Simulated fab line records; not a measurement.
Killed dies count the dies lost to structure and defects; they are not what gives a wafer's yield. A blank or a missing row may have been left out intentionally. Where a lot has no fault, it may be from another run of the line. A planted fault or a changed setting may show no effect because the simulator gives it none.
fab line records | flow gf180mcu
record lots=13 wafers=39 lastDay=34
route steps=602 shown STI@23 VT_IMPLANT@103 DUAL_GATE@144 HV_LDD@207
lots with no fault: from the same line, run without faults
startH: hours from the record's first day to the start of the lot's first wafer shown | waitH: hours from the lot's prior step to this one | " repeats the value in the row above | L1.1+2: several wafers, shown together as one row | - no value, or no start given | * or withheld: withheld | < > ~ a bound
route shown NAME@n: a module of which the file shows steps, and the number in the route of the first | usual: mean and standard deviation over wafers with no fault | same: alike in all rows | chamber/n: place in a boat | sites: readings site by site | _std_site: standard deviation across them | _edge_site: the outer-site mean with the inner-site mean subtracted | radiusMm: for every site, how far away it sits from the centre of the wafer | mask NAME#n: copy n | behind: the tool/chamber that last shaped the wafer | hold: cause of the lot's hold/its duration in hours/its outcome | device: transistor that didn't switch, given as n, p or np | end of line: tests run on the same wafers once the route is complete | a step with no rows: only its recipe | killed: the dies lost at the first sort to structure and to defects; this is not the yield of the wafer | map: per-die view of a wafer (x killed, . not killed, _ where there is no die)
set.NAME: the setting the step ran with; set.NAME@STEP: the setting that earlier step ran with | model.NAME: the simulator's own value behind a step, which no gauge read
route steps across a sampled set of lots; one table per step, one row per wafer
services: a tool's chamber out of use, with start hour (startH, from the record's first day; less than 0 if before it), hours out, and reason
## steps
# step GF_STI_THK_MEAS_22
# recipe reads=SiO2_of_STI_OXIDATION_21
# usual STI_OXIDATION_01_THK=14.98/0.25
# columns lot.wafer tool chamber startH waitH STI_OXIDATION_01_THK[nm]
L437.1 filmMetro-01 - 37.64 0.0 14.62
L437.2 " - " " 14.81
L437.4 " - " " 15.00
L442.1 filmMetro-04 - 63.06 0.0 14.71
L442.4 " - " " 14.83
L442.6 " - " " 15.03
L443.1 filmMetro-04 - 69.24 0.0 14.81
L443.2 " - " " 14.78
L443.6 " - " " 14.75
L445.2 filmMetro-01 - 79.05 0.0 15.03
L445.3 " - " " 15.00
L445.4 " - " " 14.96
L446.3 filmMetro-01 - 84.14 0.0 14.78
L446.4 " - " " 15.13
L446.6 " - " " 14.84
L447.4 filmMetro-04 - 89.17 0.0 14.77
L447.5 " - " " 14.83
L447.6 " - " " 14.90
L448.1 filmMetro-01 - 96.72 0.0 15.03
L448.5 " - " " 15.02
L448.6 " - " " 15.19
L451.2 filmMetro-02 - 109.69 0.0 14.90
L451.3 " - " " 14.64
L451.5 " - " " 15.04
L452.2 filmMetro-04 - 115.31 0.0 14.70
L452.4 " - " " 14.72
L452.6 " - " " 14.74
L455.3 filmMetro-02 - 130.84 0.1 15.28
L455.4 " - " " 15.30
L455.6 " - " " 15.32
L456.2 filmMetro-02 - 135.36 0.0 15.44
L456.3 " - " " 15.40
L456.6 " - " " 15.22
L457.1 filmMetro-02 - 140.67 0.0 15.07
L457.2 " - " " 14.99
L457.3 " - " " 15.06
L458.4 filmMetro-01 - 145.25 0.0 15.24
L458.5 " - " " 15.42
L458.6 " - " " 15.27
# step GF_VT_IMPLANT_COAT_13
# recipe resist=NOVOLAK spinRpm=3000 resistThkNm=1000
# usual spinSpeedRpm=3000.0/2.1
# columns lot.wafer tool chamber startH waitH spinSpeedRpm
L437.1 lithoTrack-02 0 128.84 0.1 3001.4
L437.2 " 0 " " 3004.9
L437.4 " 0 " " 3003.8
L442.1 lithoTrack-02 0 159.74 0.1 2998.0
L442.4 " 0 " " 3001.5
L442.6 " 0 " " 3001.4
L443.1 lithoTrack-01 0 167.82 0.1 3186.5
L443.2 " 0 " " 3185.1
L443.6 " 0 " " 3188.9
L445.2 lithoTrack-01 0 179.94 0.1 3188.6
L445.3 " 0 " " 3190.9
L445.4 " 0 " " 3189.1
L446.3 lithoTrack-04 0 186.94 0.1 2997.9
L446.4 " 0 " " 2998.6
L446.6 " 0 " " 2996.1
L447.4 lithoTrack-04 0 192.61 0.1 3001.0
L447.5 " 0 " " 3000.2
L447.6 " 0 " " 2996.7
L448.1 lithoTrack-04 0 201.84 0.1 2999.8
L448.5 " 0 " " 2998.3
L448.6 " 0 " " 3001.7
L451.2 lithoTrack-02 0 218.31 0.1 2998.2
L451.3 " 0 " " 2997.7
L451.5 " 0 " " 3001.0
L452.2 lithoTrack-02 0 224.96 0.1 3001.3
L452.4 " 0 " " 3002.2
L452.6 " 0 " " 3002.5
L455.3 lithoTrack-02 0 244.04 0.1 3006.5
L455.4 " 0 " " 3002.5
L455.6 " 0 " " 2999.2
L456.2 lithoTrack-02 0 248.21 0.1 3000.4
L456.3 " 0 " " 2996.0
L456.6 " 0 " " 2999.0
L457.1 lithoTrack-04 0 254.89 0.1 2999.4
L457.2 " 0 " " 2999.4
L457.3 " 0 " " 2998.7
L458.4 lithoTrack-02 0 260.76 0.1 3000.8
L458.5 " 0 " " 3001.6
L458.6 " 0 " " 3004.0
# step GF_VT_IMPLANT_STRIP_20
# recipe chemistry=O2/N2 powerW=1400 pressureMtorr=1500 platenTempC=250 o2FlowSccm=3000 n2FlowSccm=300 overashFraction=0.5
# usual drypumpMotorCurrentA=5.7/0.36 heaterPowerW=328/23 oesProductAu=0.715/0.004 stripTimeToEndpointS=12.63/0.046
# columns lot.wafer tool chamber startH waitH drypumpMotorCurrentA heaterPowerW oesProductAu rfHoursCounterH stripTimeToEndpointS
L437.1 plasmaAsher-01 1 136.75 0.1 5.9 374 0.715 2 12.70
L437.2 " 0 " " 5.8 304 0.720 2 12.70
L437.4 " 1 " " 5.9 379 0.716 - 12.71
L442.1 plasmaAsher-01 0 167.70 0.1 5.8 302 0.721 5 12.61
L442.4 " 1 " " 5.9 379 0.711 - 12.63
L442.6 " 0 " " 5.8 297 0.712 - 12.60
L443.1 plasmaAsher-02 1 177.07 0.1 5.5 333 0.713 38 12.24
L443.2 " 0 " " 6.1 316 0.709 38 12.24
L443.6 " 1 " " 5.5 342 0.715 - 12.23
L445.2 plasmaAsher-02 0 188.58 0.1 6.1 312 0.719 39 12.27
L445.3 " 1 " " 5.5 342 0.713 - 12.30
L445.4 " 0 " " 6.1 298 0.712 - 12.28
L446.3 plasmaAsher-02 1 195.94 0.1 5.5 337 0.710 - 12.58
L446.4 " 0 " " 6.1 308 0.709 - 12.56
L446.6 " 1 " " 5.5 344 0.714 - 12.57
L447.4 plasmaAsher-02 0 201.41 0.1 6.1 313 0.714 - 12.54
L447.5 " 1 " " 5.5 342 0.713 - 12.60
L447.6 " 0 " " 6.0 309 0.718 - 12.59
L448.1 plasmaAsher-03 0 210.43 0.1 5.0 319 0.718 59 12.67
L448.5 " 1 " " 6.0 328 0.720 - 12.64
L448.6 " 0 " " 5.0 324 0.717 - 12.67
L451.2 plasmaAsher-02 1 227.27 0.1 5.5 338 0.716 44 12.71
L451.3 " 1 " " 5.5 344 0.720 - 12.69
L451.5 " 1 " " 5.5 338 0.712 - 12.70
L452.2 plasmaAsher-02 1 234.22 0.1 5.5 331 0.723 45 12.69
L452.4 " 0 " " 6.1 308 0.711 - 12.64
L452.6 " 0 " " 6.1 299 0.708 - 12.66
L455.3 plasmaAsher-01 0 253.61 0.1 5.8 300 0.715 - 12.69
L455.4 " 1 " " 5.9 361 0.714 - 12.69
L455.6 " 1 " " 5.9 369 0.713 - 12.69
L456.2 plasmaAsher-01 1 258.25 0.1 5.9 372 0.707 13 12.63
L456.3 " 0 " " 5.8 304 0.718 - 12.61
L456.6 " 0 " " 5.8 307 0.710 - 12.67
L457.1 plasmaAsher-02 0 264.27 0.1 6.1 310 0.716 48 12.59
L457.2 " 1 " " 5.5 343 0.710 48 12.57
L457.3 " 0 " " 6.1 311 0.718 - 12.58
L458.4 plasmaAsher-01 1 270.56 0.1 5.9 374 0.712 - 12.63
L458.5 " 0 " " 5.8 306 0.714 - 12.68
L458.6 " 1 " " 5.9 366 0.710 - 12.67
# step GF_DUAL_GATE_THK_MEAS_03
# recipe reads=SiO2_of_DUAL_GATE_OXIDATION_02
# usual DUAL_GATE_OXIDATION_00_THK=10.98/0.19
# columns lot.wafer tool chamber startH waitH DUAL_GATE_OXIDATION_00_THK[nm]
L437.1 filmMetro-02 - 171.40 0.0 11.05
L437.2 " - " " 11.01
L437.4 " - " " 10.73
L442.1 filmMetro-01 - 204.43 0.0 11.10
L442.4 " - " " 11.01
L442.6 " - " " 10.86
L443.1 filmMetro-02 - 213.94 0.0 11.23
L443.2 " - " " 11.00
L443.6 " - " " 11.13
L445.2 filmMetro-04 - 227.12 0.0 10.63
L445.3 " - " " 10.75
L445.4 " - " " 10.71
L446.3 filmMetro-01 - 233.51 0.0 11.19
L446.4 " - " " 11.17
L446.6 " - " " 11.02
L447.4 filmMetro-01 - 239.82 0.0 10.83
L447.5 " - " " 10.86
L447.6 " - " " 10.94
L448.1 filmMetro-04 - 249.09 0.0 11.10
L448.5 " - " " 11.11
L448.6 " - " " 10.96
L451.2 filmMetro-01 - 268.12 0.0 11.07
L451.3 " - " " 11.05
L451.5 " - " " 10.86
L452.2 filmMetro-02 - 275.28 0.0 11.08
L452.4 " - " " 11.00
L452.6 " - " " 11.18
L455.3 filmMetro-04 - 294.66 0.0 11.15
L455.4 " - " " 11.43
L455.6 " - " " 11.35
L456.2 filmMetro-02 - 300.46 0.0 10.79
L456.3 " - " " 10.85
L456.6 " - " " 10.84
L457.1 filmMetro-01 - 306.14 0.0 11.40
L457.2 " - " " 11.43
L457.3 " - " " 11.31
L458.4 filmMetro-02 - 314.52 0.0 10.90
L458.5 " - " " 10.58
L458.6 " - " " 10.72
# step GF_HV_LDD_CD_MEAS_31
# recipe targetCdNm=400
# usual cdNm=400.2/2
# columns lot.wafer tool chamber startH waitH cdNm
L437.1 cdSem-02 - 262.84 0.1 399.3
L437.2 " - " " 400.0
L437.4 " - " " 400.6
L442.1 cdSem-01 - 304.59 0.1 399.2
L442.4 " - " " 398.7
L442.6 " - " " 398.6
L443.1 cdSem-01 - 315.79 0.1 399.0
L443.2 " - " " 398.9
L443.6 " - " " 401.0
L445.2 cdSem-02 - 331.81 0.1 397.8
L445.3 " - " " 393.6
L445.4 " - " " 395.5
L446.3 cdSem-02 - 338.28 0.1 399.5
L446.4 " - " " 399.6
L446.6 " - " " 398.8
L447.4 cdSem-01 - 346.47 0.1 401.0
L447.5 " - " " 401.8
L447.6 " - " " 398.6
L448.1 cdSem-02 - 356.24 0.1 398.5
L448.5 " - " " 399.9
L448.6 " - " " 400.9
L451.2 cdSem-02 - 378.61 0.1 397.5
L451.3 " - " " 397.0
L451.5 " - " " 399.8
L452.2 cdSem-02 - 384.00 0.1 401.6
L452.4 " - " " 401.3
L452.6 " - " " 402.9
L455.3 cdSem-01 - 406.32 0.1 401.4
L455.4 " - " " 400.6
L455.6 " - " " 401.0
L456.2 cdSem-01 - 416.66 0.1 399.9
L456.3 " - " " 401.3
L456.6 " - " " 400.3
L457.1 cdSem-02 - 423.13 0.1 398.9
L457.2 " - " " 400.9
L457.3 " - " " 400.9
L458.4 cdSem-02 - 433.04 0.1 400.1
L458.5 " - " " 399.4
L458.6 " - " " 398.1
## services
# columns tool chamber startH hours kind
plasmaAsher-01 - 108.75 9.0 pm
plasmaAsher-01 0 108.75 9.0 ventCycle
plasmaAsher-01 1 108.75 9.0 ventCycle
plasmaAsher-01 0 117.75 - clean
plasmaAsher-01 1 117.75 - clean
plasmaAsher-01 - 133.84 2.8 pm
plasmaAsher-01 - 191.61 14.6 pm
plasmaAsher-03 - 214.59 11.7 repair
plasmaAsher-03 - 247.77 6.7 repair
## key
firstSign step=GF_VT_IMPLANT_COAT_13 reading=spinSpeedRpm direction=up sigmas=89 usual=* struck=*
effect step=GF_VT_IMPLANT_STRIP_20 reading=stripTimeToEndpointS direction=down sigmas=8 usual=* struck=*
metAt GF_VT_IMPLANT_COAT_13
struckLots L443,L445
testerLeftOut L443,L445
notActingAt GF_STI_THK_MEAS_22,GF_DUAL_GATE_THK_MEAS_03,GF_HV_LDD_CD_MEAS_31
fault kind=processParameterDrift tool=lithoTrack-01 chamber=- onsetH=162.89 steps=GF_VT_IMPLANT_COAT_13 channel=spinRpm offset=* shape=step endH=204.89 actsIn=* stated=*
# testerLeftOut: of these lots the tester's yield and bins aren't shown, on N5 and GAA mostly nor the transistor test; their killed dies are dies lost to structure and defects alone, not to doping, threshold or leakage, so they don't give the yield
